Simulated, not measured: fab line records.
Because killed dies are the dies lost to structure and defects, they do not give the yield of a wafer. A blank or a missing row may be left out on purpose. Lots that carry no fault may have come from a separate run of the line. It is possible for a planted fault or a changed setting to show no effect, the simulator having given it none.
fab line records	flow sky130
[record] lots = 11	wafers = 33	last-day = 50
route steps=708 shown LOCAL_INTERCONNECT@400 METAL1@435 VIA3@587 PAD_OPEN@708
lots that met no fault: from a run of the same line without faults
start-h: hours from the record's first day to the start of the lot's first wafer shown	wait-h: hours from the lot's prior step to this one	" same as the row above	L1.1+2: a row that stands for several wafers	- value missing, or start not given	* or withheld: withheld	< > ~ a bound
route shown NAME@n: NAME is a module with steps in the file, n the number in the route of the first one	usual: mean/standard deviation taken from wafers without a fault	same: alike in all rows	chamber/n: place in a boat	sites: each site's reading	_std_site: the standard deviation of these	_edge_site: outer sites' mean less inner sites'	radius-mm: for every site, how far away it sits from the centre of the wafer	mask NAME#n: copy n	behind: tool/chamber where the wafer was last shaped	hold: why the lot was held/for how many hours/how that ended	device: which transistor (n, p or np) failed to switch	end of line: tests run on the same wafers once the route is complete	step lacking rows: just its recipe	killed: count of dies lost to structure and defects at first sort (not the wafer's yield)	map: per-die view of a wafer (x killed, . not killed, _ where there is no die)
set.NAME: the run value of the setting; set.NAME@STEP: its run value at that earlier step	model.NAME: the simulator's own value behind a step, which no gauge read
route steps across a sampled set of lots; one table per step, one row per wafer
services: from which hour (start-h, from the record's first day; less than 0 if before it) a tool's chamber was out of use, for how many hours, and why
[[steps]]
[step SKY_LOCAL_INTERCONNECT_ETCH_13]
[recipe] chemistry = N2/H2	target = BARC	ion-energy-ev = 200	bias-w = 100	pressure-mtorr = 30	n2-flow-sccm = 100	h2-flow-sccm = 200	icp-w = 500	stop-on = SiO2	time-s = 45.9	target-depth-a = 600
[usual] drypump-motor-current-A = 5.4/0.38	he-backside-leak-sccm = 3.29/0.16	oes-product-au = 0.846/0.0047	rf-fwd-power-W = 495.6/1.5	throttle-valve-pct = 13.224/0.01
lot.wafer	tool	chamber	start-h	wait-h	drypump-motor-current-A	he-backside-leak-sccm	oes-product-au	rf-fwd-power-W	rf-hours-counter-h	throttle-valve-pct
L641.2	rie-metal-01	0	708.17	0.0	5.4	3.11	0.847	495.2	9	13.225
L641.5	"	0	"	"	5.4	3.23	0.844	497.6	-	13.218
L641.6	"	1	"	"	5.6	3.29	0.850	495.9	-	13.225
L640.1	rie-metal-03	1	709.47	0.0	5.9	3.44	0.843	497.0	6	13.256
L640.3	"	0	"	"	5.3	3.07	0.854	495.3	-	13.219
L640.5	"	1	"	"	5.9	3.43	0.844	492.7	-	13.210
L642.4	rie-metal-03	1	717.72	0.0	5.9	3.21	0.845	495.4	-	13.215
L642.5	"	0	"	"	5.3	3.17	0.848	498.1	-	13.211
L642.6	"	1	"	"	5.9	3.34	0.848	494.2	-	13.235
L643.2	rie-metal-02	1	736.89	0.0	4.8	3.50	0.853	494.0	3	13.216
L643.3	"	1	"	"	4.8	3.56	0.844	496.3	-	13.225
L643.4	"	0	"	"	5.2	3.09	0.855	494.9	-	13.214
L651.2	rie-metal-01	1	789.79	0.0	5.6	3.38	0.840	495.8	5	13.221
L651.3	"	1	"	"	5.6	3.46	0.844	494.1	-	13.225
L651.6	"	1	"	"	5.6	3.30	0.842	495.0	-	13.206
L652.1	rie-metal-03	1	793.42	0.0	5.9	3.38	0.841	494.4	9	13.217
L652.3	"	1	"	"	5.9	3.21	0.848	493.4	-	13.211
L652.5	"	1	"	"	5.9	3.39	0.853	494.0	-	13.225
L653.1	rie-metal-01	1	802.14	0.0	5.6	3.46	0.840	496.3	5	13.219
L653.3	"	0	"	"	5.4	3.53	0.851	496.4	-	13.224
L653.6	"	0	"	"	5.5	3.39	0.851	494.7	-	13.220
L655.2	rie-metal-03	0	822.64	0.0	5.3	3.09	0.849	496.0	2	13.225
L655.3	"	0	"	"	5.4	3.05	0.840	495.8	-	13.223
L655.5	"	0	"	"	5.3	3.09	0.841	495.5	-	13.221
L656.1	rie-metal-03	0	828.61	0.0	5.3	3.21	0.844	498.2	2	13.225
L656.5	"	1	"	"	5.9	3.33	0.846	495.8	-	13.214
L656.6	"	0	"	"	5.3	3.11	0.850	497.1	-	13.233
L658.2	rie-metal-02	1	847.63	0.0	4.8	3.40	0.847	497.0	-	13.208
L658.4	"	1	"	"	4.8	3.40	0.843	495.7	-	13.246
L658.5	"	1	"	"	4.8	3.35	0.857	495.3	-	13.222
L663.1	rie-metal-01	0	877.01	0.0	5.4	3.43	0.841	498.0	14	13.239
L663.2	"	1	"	"	5.6	3.40	0.854	498.3	8	13.213
L663.6	"	0	"	"	5.4	3.42	0.841	497.0	-	13.214
[step SKY_METAL1_SPUTTER_01]
[recipe] material = TiN	target-thk-nm = 20	power-w = 6500	time-s = 16.7	chamber-pressure-pa = 0.4
[usual] throttle-valve-pct = 30.6/0.71
lot.wafer	tool	chamber	start-h	wait-h	throttle-valve-pct
L641.2	pvd-sputter-02	-	738.63	0.0	30.2
L641.5	"	-	"	"	28.7
L641.6	"	-	"	"	30.9
L640.1	pvd-sputter-02	-	739.98	0.0	31.0
L640.3	"	-	"	"	29.0
L640.5	"	-	"	"	28.8
L642.4	pvd-sputter-04	-	748.18	0.0	31.9
L642.5	"	-	"	"	31.1
L642.6	"	-	"	"	31.8
L643.2	pvd-sputter-03	-	767.04	0.0	30.4
L643.3	"	-	"	"	30.4
L643.4	"	-	"	"	31.0
L651.2	pvd-sputter-02	-	818.62	0.0	30.6
L651.3	"	-	"	"	29.0
L651.6	"	-	"	"	29.2
L652.1	pvd-sputter-03	-	822.43	0.0	31.2
L652.3	"	-	"	"	30.8
L652.5	"	-	"	"	30.6
L653.1	pvd-sputter-03	-	831.32	0.0	30.3
L653.3	"	-	"	"	31.1
L653.6	"	-	"	"	30.5
L655.2	pvd-sputter-02	-	851.82	0.0	31.0
L655.3	"	-	"	"	28.9
L655.5	"	-	"	"	31.1
L656.1	pvd-sputter-02	-	857.79	0.0	28.8
L656.5	"	-	"	"	31.3
L656.6	"	-	"	"	30.5
L658.2	pvd-sputter-02	-	876.91	0.0	29.1
L658.4	"	-	"	"	30.5
L658.5	"	-	"	"	30.5
L663.1	pvd-sputter-02	-	905.38	0.0	31.1
L663.2	"	-	"	"	30.7
L663.6	"	-	"	"	30.6
[step SKY_METAL1_METAL_ETCH_19]
[recipe] target-depth-a = 3600	stop-on = SiO2	over-etch-frac = 0.3	time-s = 76.26	chemistry = Cl2/BCl3	resist-sidewall-deg = 88	pressure-mtorr = 10	icp-w = 900	bias-w = 48.5	Cl2_flow_sccm = 60	bcl3-flow-sccm = 30
[usual] drypump-motor-current-A = 5.6/0.39	he-backside-leak-sccm = 3.32/0.24	oes-product-au = 0.864/0.0053	rf-fwd-power-W = 894.3/2.5	throttle-valve-pct = 22.264/0.0088
lot.wafer	tool	chamber	start-h	wait-h	drypump-motor-current-A	he-backside-leak-sccm	oes-product-au	rf-fwd-power-W	rf-hours-counter-h	throttle-valve-pct
L641.2	rie-metal-01	1	766.26	0.0	5.6	3.37	0.867	891.6	4	22.251
L641.5	"	1	"	"	5.6	3.43	0.852	895.6	-	22.279
L641.6	"	0	"	"	5.4	3.49	0.869	898.5	-	22.267
L640.1	rie-metal-04	1	767.03	0.0	6.3	3.23	0.860	894.4	14	22.260
L640.3	"	1	"	"	6.4	3.18	0.867	894.3	-	22.263
L640.5	"	0	"	"	5.2	3.41	0.864	891.0	-	22.255
L642.4	rie-metal-03	0	775.31	0.1	5.3	3.10	0.864	895.3	-	22.268
L642.5	"	1	"	"	5.9	3.45	0.874	893.6	-	22.254
L642.6	"	0	"	"	5.3	3.11	0.864	890.0	-	22.263
L643.2	rie-metal-01	0	794.18	0.0	5.4	3.35	0.861	899.0	12	22.250
L643.3	"	1	"	"	5.6	3.40	0.863	893.8	-	22.272
L643.4	"	0	"	"	5.4	3.36	0.857	901.4	-	22.263
L651.2	rie-metal-04	1	844.28	0.0	6.3	3.32	0.867	896.8	1	22.258
L651.3	"	1	"	"	6.3	3.40	0.861	897.9	-	22.265
L651.6	"	1	"	"	6.3	3.38	0.860	896.5	-	22.279
L652.1	rie-metal-04	0	849.63	0.0	5.2	3.40	0.859	894.1	12	22.263
L652.3	"	0	"	"	5.3	3.23	0.861	895.0	-	22.266
L652.5	"	1	"	"	6.3	3.13	0.867	893.0	-	22.263
L653.1	rie-metal-03	0	857.73	0.0	5.3	3.03	0.873	896.1	3	22.271
L653.3	"	1	"	"	5.9	3.30	0.870	890.2	-	22.270
L653.6	"	0	"	"	5.3	3.11	0.865	894.4	-	22.275
L655.2	rie-metal-03	0	878.06	0.0	5.3	3.02	0.861	894.3	4	22.277
L655.3	"	0	"	"	5.3	3.01	0.864	894.6	-	22.255
L655.5	"	0	"	"	5.3	3.07	0.860	893.2	-	22.261
L656.1	rie-metal-04	0	883.91	0.0	5.2	3.60	0.863	895.0	14	22.260
L656.5	"	0	"	"	5.2	3.38	0.868	891.9	-	22.261
L656.6	"	1	"	"	6.3	3.12	0.862	893.4	-	22.254
L658.2	rie-metal-01	0	902.57	0.0	5.5	3.59	0.862	895.5	15	22.258
L658.4	"	1	"	"	5.6	3.39	0.864	894.0	-	22.275
L658.5	"	0	"	"	5.4	3.50	0.864	896.8	-	22.261
L663.1	rie-metal-03	1	930.97	0.1	5.9	3.43	0.852	894.5	15	22.248
L663.2	"	1	"	"	5.9	3.23	0.862	893.6	-	22.262
L663.6	"	1	"	"	5.9	3.49	0.859	895.8	-	22.269
[step SKY_VIA3_ETCH_14]
[recipe] chemistry = N2/H2	target = BARC	ion-energy-ev = 200	source-w = 500	bias-w = 100	pressure-mtorr = 30	n2-flow-sccm = 100	h2-flow-sccm = 200	stop-on = SiO2	time-s = 45.9	target-depth-a = 600
[usual] drypump-motor-current-A = 5.8/0.41	oes-product-au = 0.856/0.0047	rf-fwd-power-W = 493.9/1.9	throttle-valve-pct = 13.224/0.011
lot.wafer	tool	chamber	start-h	wait-h	drypump-motor-current-A	oes-product-au	rf-fwd-power-W	rf-hours-counter-h	throttle-valve-pct
L641.2	rie-diel-04	3	931.56	0.0	6.5	0.852	493.0	12	13.225
L641.5	"	1	"	"	5.7	0.857	492.5	-	13.230
L641.6	"	3	"	"	6.5	0.858	492.5	-	13.225
L640.1	rie-diel-02	0	933.03	0.0	5.9	0.856	492.0	18	13.233
L640.3	"	1	"	"	6.5	0.860	495.5	18	13.227
L640.5	"	3	"	"	5.0	0.854	497.7	-	13.211
L642.4	rie-diel-02	0	939.32	0.0	5.9	0.853	493.8	18	13.235
L642.5	"	3	"	"	5.0	0.849	496.9	-	13.212
L642.6	"	2	"	"	5.7	0.861	495.7	-	13.234
L643.2	rie-diel-04	1	957.21	0.0	5.7	0.858	494.6	16	13.235
L643.3	"	3	"	"	6.5	0.856	492.9	13	13.225
L643.4	"	2	"	"	5.7	0.856	492.4	9	13.219
L651.2	rie-diel-04	3	1003.02	0.0	6.5	0.852	493.6	15	13.236
L651.3	"	2	"	"	5.7	0.853	573.2	10	13.221
L651.6	"	2	"	"	5.7	0.857	573.0	-	13.231
L652.1	rie-diel-04	0	1004.27	0.0	5.6	0.857	495.6	19	13.231
L652.3	"	2	"	"	5.6	0.856	575.3	11	13.225
L652.5	"	2	"	"	5.7	0.861	574.3	-	13.239
L653.1	rie-diel-01	3	1013.64	0.0	5.3	0.854	492.8	15	13.222
L653.3	"	0	"	"	6.0	0.862	494.7	22	13.235
L653.6	"	0	"	"	6.0	0.859	496.7	-	13.214
L655.2	rie-diel-02	1	1032.42	0.0	6.5	0.858	494.2	22	13.223
L655.3	"	3	"	"	5.0	0.858	494.5	23	13.231
L655.5	"	1	"	"	6.5	0.857	493.1	-	13.229
L656.1	rie-diel-01	0	1037.51	0.0	6.0	0.846	493.8	23	13.233
L656.5	"	0	"	"	6.0	0.860	492.7	-	13.241
L656.6	"	3	"	"	5.4	0.855	495.2	-	13.234
L658.2	rie-diel-01	3	1052.76	0.0	5.4	0.859	495.7	16	13.206
L658.4	"	1	"	"	5.4	0.858	492.6	17	13.218
L658.5	"	0	"	"	6.0	0.863	492.6	-	13.258
L663.1	rie-diel-02	1	1077.57	0.0	6.5	0.858	493.8	24	13.222
L663.2	"	2	"	"	5.6	0.853	496.6	14	13.238
L663.6	"	2	"	"	5.6	0.852	492.9	-	13.228
[step SKY_PAD_OPEN_PROBE_99]
[usual] defect-limited-yield = 82.5/1.9	killed_at_M0_to_M3 = 43/7.2	killed_at_M4_up = 3.3/2	killed-at-contacts = 25/5.8	killed-at-front-end = 15/4.5	killed-at-other = 0.3/0.62	killed-dies = 86/9.4	killed-open = 47/7.1	killed-short = 39/6	sort_bin_3_pad_short = 0.9/0.4	sort_bin_5_function = 10.4/1.4	sort_bin_6_memory = 6.2/1.1	sort_bin_8_speed = 0.7/1.4	sort-n-pass = 402/11	sort-yield-pct = 81.7/2.2
[same] gross-dies = 492	killed-at-back-side = 0	sort_bin_4_leakage[%] = 0
lot.wafer	tool	chamber	start-h	wait-h	defect-limited-yield[%]	killed_at_M0_to_M3	killed_at_M4_up	killed-at-contacts	killed-at-front-end	killed-at-other	killed-dies	killed-open	killed-short	sort_bin_3_pad_short[%]	sort_bin_5_function[%]	sort_bin_6_memory[%]	sort_bin_8_speed[%]	sort-n-pass	sort-yield-pct[%]
L641.2	prober-02	-	1077.05	0.1	84.8	40	3	17	15	0	75	32	43	0.8	8.9	5.5	2.6	404	82.1
L641.5	prober-02	-	1077.20	0.2	83.3	31	2	31	18	0	82	40	41	1.0	10.0	5.7	0	410	83.3
L641.6	prober-02	-	1077.25	0.2	85.4	40	0	18	14	0	72	38	34	0.8	10.4	3.5	0	420	85.4
L640.1	prober-01	-	1080.99	0.1	78.0	58	3	40	6	1	108	60	48	0	13.2	8.7	0.4	382	77.6
L640.3	prober-01	-	1081.09	0.2	79.9	62	3	25	9	0	99	52	47	1.0	11.2	7.9	0.8	389	79.1
L640.5	prober-01	-	1081.19	0.2	83.1	53	2	19	8	1	83	45	38	0.2	12.0	4.7	1.8	400	81.3
L642.4	prober-01	-	1086.35	0.2	82.5	47	5	17	16	1	86	50	35	0.6	10.4	6.5	0.8	402	81.7
L642.5	prober-01	-	1086.40	0.2	83.5	46	5	20	10	0	81	42	39	0.8	10.2	5.5	0	411	83.5
L642.6	prober-01	-	1086.45	0.2	81.9	51	1	18	18	1	89	49	39	1.0	12.8	4.3	0.4	401	81.5
L643.2	prober-02	-	1101.31	0.1	78.3	49	3	35	19	1	107	57	48	0.6	12.2	8.9	0	385	78.3
L643.3	prober-02	-	1101.36	0.2	80.5	43	2	31	20	0	96	52	44	1.0	12.2	6.3	0	396	80.5
L643.4	prober-02	-	1101.41	0.2	79.3	51	4	27	19	1	102	56	44	1.0	13.0	6.7	0	390	79.3
L651.2	prober-02	-	1139.44	0.1	80.9	40	7	32	15	0	94	51	43	0.8	9.1	9.1	0	398	80.9
L651.3	prober-02	-	1139.49	0.2	83.5	42	1	23	15	0	81	46	35	0.8	10.8	4.9	0.4	409	83.1
L651.6	prober-02	-	1139.64	0.2	83.1	46	3	25	9	0	83	50	33	1.0	11.4	4.5	0	409	83.1
L652.1	prober-01	-	1140.07	0.1	82.7	43	6	20	16	0	85	46	39	0.6	10.8	5.9	0.2	406	82.5
L652.3	prober-01	-	1140.17	0.2	83.3	36	4	22	20	0	82	46	36	0.8	10.2	5.7	1.6	402	81.7
L652.5	prober-01	-	1140.27	0.2	85.2	33	2	20	17	1	73	44	29	0	8.7	6.1	0.8	415	84.3
L653.1	prober-02	-	1147.66	0.1	85.0	37	3	26	8	0	74	46	28	0.4	8.9	5.7	1.2	412	83.7
L653.3	prober-02	-	1147.76	0.2	82.3	43	2	29	13	0	87	48	39	0.8	8.5	8.3	0.8	401	81.5
L653.6	prober-02	-	1147.91	0.2	83.9	40	2	19	17	1	79	42	37	1.4	10.8	3.9	1.0	408	82.9
L655.2	prober-02	-	1162.32	0.1	84.1	43	4	24	7	0	78	38	38	1.0	8.3	6.5	0.2	413	83.9
L655.3	prober-02	-	1162.37	0.2	80.9	48	7	27	12	0	94	47	43	1.2	11.6	6.3	0.4	396	80.5
L655.5	prober-02	-	1162.47	0.2	80.5	48	2	32	13	1	96	51	45	0.4	12.8	6.3	0.6	393	79.9
L656.1	prober-01	-	1165.04	0.1	85.8	42	1	10	17	0	70	32	37	1.0	8.3	4.9	0.8	418	85.0
L656.5	prober-01	-	1165.24	0.2	83.5	38	0	30	12	1	81	45	35	1.8	11.0	3.7	0	411	83.5
L656.6	prober-01	-	1165.29	0.2	85.0	41	2	18	11	2	74	40	34	1.0	7.5	6.5	2.8	404	82.1
L658.2	prober-02	-	1176.18	0.1	85.0	38	1	16	18	1	74	30	44	1.4	8.3	5.3	0.2	417	84.8
L658.4	prober-02	-	1176.28	0.2	84.6	34	2	25	14	1	76	43	33	0.6	9.6	5.3	0	416	84.6
L658.5	prober-02	-	1176.33	0.2	84.1	40	2	17	19	0	78	39	39	0.2	9.6	6.1	0.4	412	83.7
L663.1	prober-02	-	1195.53	0.1	79.7	43	5	33	17	2	100	63	37	1.2	10.4	8.7	0.4	390	79.3
L663.2	prober-02	-	1195.58	0.1	83.7	44	2	21	13	0	80	47	33	0.6	9.6	6.1	0.8	408	82.9
L663.6	prober-02	-	1195.78	0.2	80.7	46	3	30	16	0	95	57	38	1.4	12.2	5.7	0.8	393	79.9
// killed by level:class
L641.2 VIA1:geometric-particle:open=12 METAL2:geometric-particle:short=8 METAL1:geometric-particle:short=7 LI_CONTACT:geometric-particle:open=5 CONTACT:geometric-particle:open=5 FIELD_ISO:geometric-particle:short=4 VIA1:geometric-particle:short=4 METAL4:geometric-particle:short=3
L641.5 CONTACT:geometric-particle:open=8 CONTACT:geometric-particle:short=8 VIA2:geometric-particle:open=8 VIA1:geometric-particle:open=7 LI_CONTACT:geometric-particle:open=5 LI_CONTACT:geometric-particle:short=4 LOCAL_INTERCONNECT:geometric-particle:short=4 FIELD_ISO:geometric-particle:short=3
L641.6 VIA1:geometric-particle:open=10 CONTACT:geometric-particle:short=6 METAL1:geometric-particle:short=6 FIELD_ISO:geometric-particle:short=5 FIELD_ISO:geometric-particle:open=4 LI_CONTACT:geometric-particle:open=4 CONTACT:geometric-particle:open=4 METAL2:geometric-particle:open=4
L640.1 LI_CONTACT:geometric-particle:open=16 VIA1:geometric-particle:open=15 CONTACT:geometric-particle:open=10 VIA2:geometric-particle:open=8 VIA1:geometric-particle:short=7 LOCAL_INTERCONNECT:geometric-particle:short=6 METAL1:geometric-particle:short=6 VIA3:geometric-particle:open=6
L640.3 VIA1:geometric-particle:open=20 METAL2:geometric-particle:short=8 CONTACT:geometric-particle:open=8 VIA1:geometric-particle:short=8 VIA3:geometric-particle:short=7 FIELD_ISO:geometric-particle:open=6 LI_CONTACT:geometric-particle:open=5 CONTACT:geometric-particle:short=5
L640.5 VIA1:geometric-particle:open=11 VIA2:geometric-particle:open=9 VIA1:geometric-particle:short=8 LI_CONTACT:geometric-particle:open=7 VIA3:geometric-particle:short=7 CONTACT:geometric-particle:open=5 VIA3:geometric-particle:open=5 METAL1:geometric-particle:short=4
L642.4 VIA1:geometric-particle:open=15 VIA2:geometric-particle:open=9 FIELD_ISO:geometric-particle:open=6 LI_CONTACT:geometric-particle:open=6 METAL2:geometric-particle:short=6 VIA3:geometric-particle:open=5 METAL1:geometric-particle:short=4 CONTACT:geometric-particle:open=4
L642.5 VIA1:geometric-particle:open=12 VIA1:geometric-particle:short=7 CONTACT:geometric-particle:open=6 CONTACT:geometric-particle:short=6 METAL1:geometric-particle:short=6 LI_CONTACT:geometric-particle:open=5 VIA2:geometric-particle:open=5 METAL2:geometric-particle:short=4
L642.6 VIA1:geometric-particle:open=14 VIA1:geometric-particle:short=9 VIA2:geometric-particle:open=7 LI_CONTACT:geometric-particle:open=7 METAL2:geometric-particle:short=6 POLY_GATE:geometric-particle:open=5 POLY_GATE:geometric-particle:short=5 METAL1:geometric-particle:short=4
L643.2 CONTACT:geometric-particle:open=14 LI_CONTACT:geometric-particle:open=9 METAL2:geometric-particle:short=9 VIA1:geometric-particle:open=8 METAL1:geometric-particle:short=7 POLY_GATE:geometric-particle:open=6 VIA2:geometric-particle:open=6 POLY_GATE:geometric-particle:short=5
L643.3 CONTACT:geometric-particle:open=16 POLY_GATE:geometric-particle:short=7 VIA3:geometric-particle:open=7 VIA1:geometric-particle:open=7 FIELD_ISO:geometric-particle:open=6 LI_CONTACT:geometric-particle:open=6 VIA1:geometric-particle:short=6 VIA2:geometric-particle:open=5
L643.4 VIA1:geometric-particle:open=11 CONTACT:geometric-particle:open=11 METAL1:geometric-particle:short=9 VIA2:geometric-particle:open=9 LI_CONTACT:geometric-particle:open=6 VIA1:geometric-particle:short=6 VIA3:geometric-particle:open=5 FIELD_ISO:geometric-particle:open=4
L651.2 CONTACT:geometric-particle:open=13 VIA1:geometric-particle:open=10 VIA3:geometric-particle:open=8 LI_CONTACT:geometric-particle:open=6 METAL1:geometric-particle:short=6 FIELD_ISO:geometric-particle:open=5 CONTACT:geometric-particle:short=5 METAL2:geometric-particle:short=5
L651.3 CONTACT:geometric-particle:open=13 VIA3:geometric-particle:open=8 CONTACT:geometric-particle:short=7 VIA1:geometric-particle:short=7 VIA1:geometric-particle:open=7 VIA2:geometric-particle:open=6 FIELD_ISO:geometric-particle:short=5 POLY_GATE:geometric-particle:open=5
L651.6 VIA1:geometric-particle:open=17 CONTACT:geometric-particle:open=13 VIA1:geometric-particle:short=6 LOCAL_INTERCONNECT:geometric-particle:short=4 VIA3:geometric-particle:open=4 METAL1:geometric-particle:short=4 FIELD_ISO:geometric-particle:open=3 POLY_GATE:geometric-particle:short=3
L652.1 VIA1:geometric-particle:open=9 VIA1:geometric-particle:short=8 LI_CONTACT:geometric-particle:open=6 CONTACT:geometric-particle:short=6 METAL4:geometric-particle:short=6 CONTACT:geometric-particle:open=5 METAL1:geometric-particle:short=5 VIA2:geometric-particle:open=5
L652.3 CONTACT:geometric-particle:open=8 VIA1:geometric-particle:open=8 POLY_GATE:geometric-particle:short=7 POLY_GATE:geometric-particle:open=6 LI_CONTACT:geometric-particle:open=6 VIA2:geometric-particle:open=6 LOCAL_INTERCONNECT:geometric-particle:short=5 METAL1:geometric-particle:short=4
L652.5 VIA1:geometric-particle:open=12 CONTACT:geometric-particle:open=7 POLY_GATE:geometric-particle:open=6 LI_CONTACT:geometric-particle:open=6 VIA2:geometric-particle:open=5 VIA2:geometric-particle:short=4 FIELD_ISO:geometric-particle:short=3 FIELD_ISO:geometric-particle:open=3
L653.1 CONTACT:geometric-particle:open=9 VIA1:geometric-particle:open=9 VIA2:geometric-particle:open=8 CONTACT:geometric-particle:short=7 VIA3:geometric-particle:open=7 FIELD_ISO:geometric-particle:open=5 LI_CONTACT:geometric-particle:open=5 VIA1:geometric-particle:short=5
L653.3 CONTACT:geometric-particle:open=14 VIA1:geometric-particle:open=12 METAL2:geometric-particle:short=6 VIA1:geometric-particle:short=6 VIA2:geometric-particle:open=6 LI_CONTACT:geometric-particle:open=5 VIA3:geometric-particle:short=5 FIELD_ISO:geometric-particle:short=4
L653.6 FIELD_ISO:geometric-particle:short=9 CONTACT:geometric-particle:open=8 VIA1:geometric-particle:open=8 VIA2:geometric-particle:open=7 METAL2:geometric-particle:short=6 FIELD_ISO:geometric-particle:open=5 VIA1:geometric-particle:short=5 VIA3:geometric-particle:open=4
L655.2 CONTACT:geometric-particle:open=9 VIA1:geometric-particle:short=8 METAL1:geometric-particle:short=7 VIA1:geometric-particle:open=6 VIA3:geometric-particle:short=6 VIA2:geometric-particle:open=6 LI_CONTACT:geometric-particle:open=4 VIA3:geometric-particle:open=4
L655.3 VIA1:geometric-particle:open=14 CONTACT:geometric-particle:open=9 LI_CONTACT:geometric-particle:open=8 METAL1:geometric-particle:short=7 VIA3:geometric-particle:open=6 VIA1:geometric-particle:short=6 METAL2:geometric-particle:short=6 POLY_GATE:geometric-particle:short=4
L655.5 LOCAL_INTERCONNECT:geometric-particle:short=10 VIA3:geometric-particle:open=10 CONTACT:geometric-particle:open=9 VIA1:geometric-particle:open=9 VIA2:geometric-particle:open=7 LI_CONTACT:geometric-particle:open=6 METAL1:geometric-particle:short=5 VIA1:geometric-particle:short=5
L656.1 VIA1:geometric-particle:open=12 METAL1:geometric-particle:short=8 VIA3:geometric-particle:open=8 POLY_GATE:geometric-particle:short=7 FIELD_ISO:geometric-particle:short=5 FIELD_ISO:geometric-particle:open=4 VIA3:geometric-particle:short=4 VIA2:geometric-particle:open=4
L656.5 CONTACT:geometric-particle:open=15 VIA2:geometric-particle:open=9 LI_CONTACT:geometric-particle:short=6 VIA3:geometric-particle:short=6 FIELD_ISO:geometric-particle:open=5 VIA3:geometric-particle:open=4 CONTACT:geometric-particle:short=4 VIA1:geometric-particle:open=4
L656.6 VIA1:geometric-particle:open=15 FIELD_ISO:geometric-particle:short=5 LI_CONTACT:geometric-particle:open=5 CONTACT:geometric-particle:open=5 VIA1:geometric-particle:short=5 LOCAL_INTERCONNECT:geometric-particle:short=4 METAL2:geometric-particle:short=4 CONTACT:geometric-particle:short=3
L658.2 VIA1:geometric-particle:short=11 FIELD_ISO:geometric-particle:open=5 LI_CONTACT:geometric-particle:open=5 VIA1:geometric-particle:open=5 METAL2:geometric-particle:short=5 FIELD_ISO:geometric-particle:short=4 METAL1:geometric-particle:short=4 VIA2:geometric-particle:open=4
L658.4 CONTACT:geometric-particle:open=12 METAL1:geometric-particle:short=9 CONTACT:geometric-particle:short=7 VIA1:geometric-particle:open=6 LI_CONTACT:geometric-particle:open=5 POLY_GATE:geometric-particle:short=4 VIA2:geometric-particle:open=4 SPACER:geometric-particle:open=3
L658.5 VIA2:geometric-particle:open=10 FIELD_ISO:geometric-particle:short=6 VIA1:geometric-particle:short=6 VIA1:geometric-particle:open=6 FIELD_ISO:geometric-particle:open=5 METAL1:geometric-particle:short=5 VIA2:geometric-particle:short=5 VIA3:geometric-particle:open=4
L663.1 CONTACT:geometric-particle:open=16 VIA3:geometric-particle:open=10 LI_CONTACT:geometric-particle:open=7 CONTACT:geometric-particle:short=7 VIA1:geometric-particle:open=6 METAL2:geometric-particle:short=5 VIA1:geometric-particle:short=5 VIA2:geometric-particle:open=5
L663.2 VIA1:geometric-particle:open=13 LI_CONTACT:geometric-particle:open=8 VIA2:geometric-particle:open=8 VIA1:geometric-particle:short=5 LI_CONTACT:geometric-particle:short=4 VIA3:geometric-particle:short=4 FIELD_ISO:geometric-particle:short=3 FIELD_ISO:geometric-particle:open=3
L663.6 VIA1:geometric-particle:open=15 CONTACT:geometric-particle:open=11 VIA2:geometric-particle:open=10 LI_CONTACT:geometric-particle:open=7 VIA3:geometric-particle:open=6 LI_CONTACT:geometric-particle:short=6 FIELD_ISO:geometric-particle:open=5 METAL1:geometric-particle:short=5
[[services]]
tool	chamber	start-h	hours	kind
rie-metal-04	1	684.79	1.9	repair
rie-diel-04	1	696.89	1.6	repair
pvd-sputter-02	-	708.46	0.9	repair
rie-diel-02	1	708.46	3.8	repair
rie-diel-04	-	747.34	0.5	repair
rie-diel-04	0	766.69	3.3	repair
pvd-sputter-02	-	781.04	8.3	repair
rie-diel-04	3	781.32	6.6	repair
rie-metal-03	0	791.79	11.3	repair
rie-metal-04	-	792.16	2.8	pm
rie-diel-04	1	802.00	3.3	repair
rie-metal-03	-	803.15	0.6	repair
pvd-sputter-02	-	848.31	1.7	repair
rie-diel-04	2	855.28	1.4	repair
rie-diel-02	2	861.78	6.8	repair
rie-diel-02	0	865.50	4.3	repair
rie-diel-04	-	866.69	2.8	pm
rie-diel-02	3	869.07	10.6	repair
rie-diel-02	-	881.34	2.8	pm
rie-diel-02	-	884.09	14.6	pm
rie-metal-01	-	907.06	2.8	pm
rie-metal-03	0	921.33	12.8	repair
rie-metal-03	0	955.49	9.2	repair
pvd-sputter-02	-	983.16	3.7	repair
[[key]]
[first-sign] step = SKY_VIA3_ETCH_14	reading = rf-fwd-power-W	direction = up	sigmas = 42	usual = 493.9	struck = 574.0
effect none on later readings
met-at SKY_VIA3_ETCH_14
struck-lots L651,L652
struck-wafers L651.3,L651.6,L652.3,L652.5
not-acting-at SKY_LOCAL_INTERCONNECT_ETCH_13,SKY_METAL1_SPUTTER_01,SKY_METAL1_METAL_ETCH_19
onset-between 957.21 1003.02
[fault] kind = process-parameter-drift	tool = rie-diel-04	chamber = 2	onset-h = 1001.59	steps = SKY_VIA3_ETCH_14	channel = source-w	offset = 80	shape = step	end-h = 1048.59	acts-in = these-recipes-only	stated = 500
